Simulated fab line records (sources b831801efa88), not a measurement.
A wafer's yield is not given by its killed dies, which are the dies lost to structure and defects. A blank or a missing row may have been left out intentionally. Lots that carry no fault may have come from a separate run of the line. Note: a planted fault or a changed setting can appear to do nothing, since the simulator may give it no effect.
The tool behind it: which one? ; flow gf180mcu ; 6 lots, 18 wafers sampled, at 4 steps of a route of 602

== WHAT EACH GAUGE READ, for each wafer ==
GF_M4_OVL_MEAS_15.
lot;measured;on;M4_OVL (nm)
L299;day 24 10:23;overlay-01;6 5 4
L302;day 25 10:36;overlay-01;-2 -5 -5
L306;day 26 22:01;overlay-01;-3 -4 -3
L309;day 27 20:01;overlay-01;-4 -1 0
L312;day 28 14:36;overlay-01;16 11 1
L318;day 30 07:31;overlay-01;5 -3 1

== WHAT TOOL EACH LOT RAN ON (gives the tool, then ch and the chambers of the sampled wafers, and finally the start) ==
lot;GF_VT_IMPLANT_STRIP_20;GF_V2_SPUTTER_22;GF_M3_SPUTTER_00
L299;plasma asher-04 ch 0,1, day 7 00:50;pvd sputter-04, day 21 09:50;pvd sputter-03, day 21 10:28
L302;plasma asher-04 ch 0,1, day 7 19:22;pvd sputter-04, day 22 12:03;pvd sputter-01, day 22 12:41
L306;plasma asher-03 ch 0,1, day 8 23:28;pvd sputter-04, day 24 02:30;pvd sputter-01, day 24 03:14
L309;plasma asher-02 ch 0,1, day 9 15:55;pvd sputter-04, day 25 02:30;pvd sputter-01, day 25 03:08
L312;plasma asher-02 ch 0,1, day 10 08:52;pvd sputter-02, day 25 21:58;pvd sputter-01, day 25 22:36
L318;plasma asher-04 ch 0,1, day 12 04:17;pvd sputter-02, day 27 18:39;pvd sputter-04, day 27 19:17
- GF_VT_IMPLANT_STRIP_20: strips in O2/N2.
- GF_V2_SPUTTER_22: material TiN, target thk 10 nm, time 40 s.
- GF_M3_SPUTTER_00: material Ti, target thk 37.5 nm, time 150 s.

== THE ANSWER, worked out from the rows above alone ==
Rule: the usual values come from the lots themselves. The widest of any qualifying gaps counts: lots, ordered by their means at a reading, are off when they make up no more than a third of the lots, leave a main group of 4 or more, and stand apart from it by 3 or more times the standard deviation of that group's means. If all means in a main group match to the digits the tables above print for the reading, that group is not used. A lot without any number at a reading at which 4 lots or more have one is off too. The other lots that the step has rows for count as sound.
No lot is off on any of the readings shown, so nothing can be concluded from this.

== WHAT THE SIMULATOR PUT IN ==
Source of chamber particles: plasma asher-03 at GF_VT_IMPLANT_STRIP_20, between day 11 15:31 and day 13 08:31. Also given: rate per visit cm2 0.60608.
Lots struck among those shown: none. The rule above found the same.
